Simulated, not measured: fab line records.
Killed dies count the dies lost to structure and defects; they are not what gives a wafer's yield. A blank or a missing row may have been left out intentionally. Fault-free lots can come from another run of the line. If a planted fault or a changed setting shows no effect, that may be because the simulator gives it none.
The tool behind it: which one? :: flow gf180mcu :: Sampling: 15 lots, 43 wafers, 2 of 602 route steps

## WHAT THE GAUGES SHOWED, per wafer
GF_POLY_GATE_THK_MEAS_17.
lot: L401
measured: day 9 13:25
on: film metro-04
POLY_GATE_OXIDATION_THK (nm): 4.13 4.19 4.09

lot: L402
measured: day 9 20:54
on: film metro-02
POLY_GATE_OXIDATION_THK (nm): 3.90 3.98 3.91

lot: L403
measured: day 10 04:33
on: film metro-04
POLY_GATE_OXIDATION_THK (nm): 3.92 3.86 4.00

lot: L404
measured: day 10 10:37
on: film metro-01
POLY_GATE_OXIDATION_THK (nm): 3.97 3.96 3.98

lot: L409
measured: day 12 03:23
on: film metro-01
POLY_GATE_OXIDATION_THK (nm): 3.93 3.97

lot: L410
measured: day 12 12:21
on: film metro-02
POLY_GATE_OXIDATION_THK (nm): 4.00 4.00

lot: L411
measured: day 12 16:58
on: film metro-01
POLY_GATE_OXIDATION_THK (nm): 4.01 4.14 4.03

lot: L412
measured: day 12 23:46
on: film metro-04
POLY_GATE_OXIDATION_THK (nm): 3.97 4.04 4.01

lot: L413
measured: day 13 04:39
on: film metro-02
POLY_GATE_OXIDATION_THK (nm): 4.00 4.09 4.05

lot: L415
measured: day 13 18:44
on: film metro-02
POLY_GATE_OXIDATION_THK (nm): 3.95 3.93 3.98

lot: L417
measured: day 14 08:13
on: film metro-04
POLY_GATE_OXIDATION_THK (nm): 3.85 3.87 3.85

lot: L419
measured: day 14 22:10
on: film metro-04
POLY_GATE_OXIDATION_THK (nm): 4.00 4.02 4.04

lot: L420
measured: day 15 05:03
on: film metro-02
POLY_GATE_OXIDATION_THK (nm): 3.99 4.04 4.02

lot: L422
measured: day 15 19:26
on: film metro-01
POLY_GATE_OXIDATION_THK (nm): 4.03 4.00 4.03

lot: L423
measured: day 16 05:38
on: film metro-04
POLY_GATE_OXIDATION_THK (nm): 3.97 3.86 3.90

GF_HV_LDD_THK_MEAS_57.
lot: L401
measured: day 12 20:26
on: film metro-04
HV_LDD_CVD_56_THK (nm): 89.4 89.5 88.8

lot: L402
measured: day 13 03:09
on: film metro-01
HV_LDD_CVD_56_THK (nm): 90.3 89.9 90.1

lot: L403
measured: day 13 12:19
on: film metro-03
HV_LDD_CVD_56_THK (nm): 90.2 90.2 89.9

lot: L404
measured: day 13 19:23
on: film metro-04
HV_LDD_CVD_56_THK (nm): 89.7 89.9 90.2

lot: L409
measured: day 15 16:32
on: film metro-01
HV_LDD_CVD_56_THK (nm): 91.2 90.5

lot: L410
measured: day 16 03:01
on: film metro-03
HV_LDD_CVD_56_THK (nm): 90.7 91.0

lot: L411
measured: day 16 08:20
on: film metro-04
HV_LDD_CVD_56_THK (nm): 90.2 91.1 90.5

lot: L412
measured: day 16 15:54
on: film metro-03
HV_LDD_CVD_56_THK (nm): 89.9 89.9 90.0

lot: L413
measured: day 16 23:43
on: film metro-03
HV_LDD_CVD_56_THK (nm): 89.5 88.7 89.4

lot: L415
measured: day 17 14:05
on: film metro-04
HV_LDD_CVD_56_THK (nm): 91.8 92.1 91.6

lot: L417
measured: day 18 05:21
on: film metro-04
HV_LDD_CVD_56_THK (nm): 89.6 89.0 89.6

lot: L419
measured: day 18 20:59
on: film metro-01
HV_LDD_CVD_56_THK (nm): 88.3 88.2 88.8

lot: L420
measured: day 19 04:42
on: film metro-03
HV_LDD_CVD_56_THK (nm): 91.0 91.0 91.0

lot: L422
measured: day 19 21:00
on: film metro-04
HV_LDD_CVD_56_THK (nm): 90.8 91.0 90.9

lot: L423
measured: day 20 08:06
on: film metro-04
HV_LDD_CVD_56_THK (nm): 90.7 90.7 90.4

## WHAT TOOL EACH LOT RAN ON (gives the tool, then ch and the chambers of the sampled wafers, and finally the start)
No process step before these readings appears in the record.

## AS READ BY THE TOOLS THEMSELVES (means over the sampled wafers that have a number; for cases with no such wafer, the mark the record gives instead)
The record holds no such reading with a usual standard deviation.

## THE ANSWER, worked out from the rows above alone
Rule: usual is defined by the lots themselves. The widest of any qualifying gaps counts: lots, ordered by their means at a reading, are off when they make up no more than a third of the lots, leave a main group of 4 or more, and stand apart from it by 3 or more times the standard deviation of that group's means. Not used: any main group whose means are identical at the precision the tables above print for the reading. A lot without any number at a reading at which 4 lots or more have one is off too. Where the step has rows for the other lots, those lots are counted as sound. Order of review: gauges by route order, followed by the tools' own readings, for which a lot's mean as printed above is used. The first step at which some lot is off is used, and at that step the reading that is off furthest; a lot without a number counts as furthest.
No lot is off at any reading shown: from this, nothing can be told.

## WHAT THE SIMULATOR PUT IN
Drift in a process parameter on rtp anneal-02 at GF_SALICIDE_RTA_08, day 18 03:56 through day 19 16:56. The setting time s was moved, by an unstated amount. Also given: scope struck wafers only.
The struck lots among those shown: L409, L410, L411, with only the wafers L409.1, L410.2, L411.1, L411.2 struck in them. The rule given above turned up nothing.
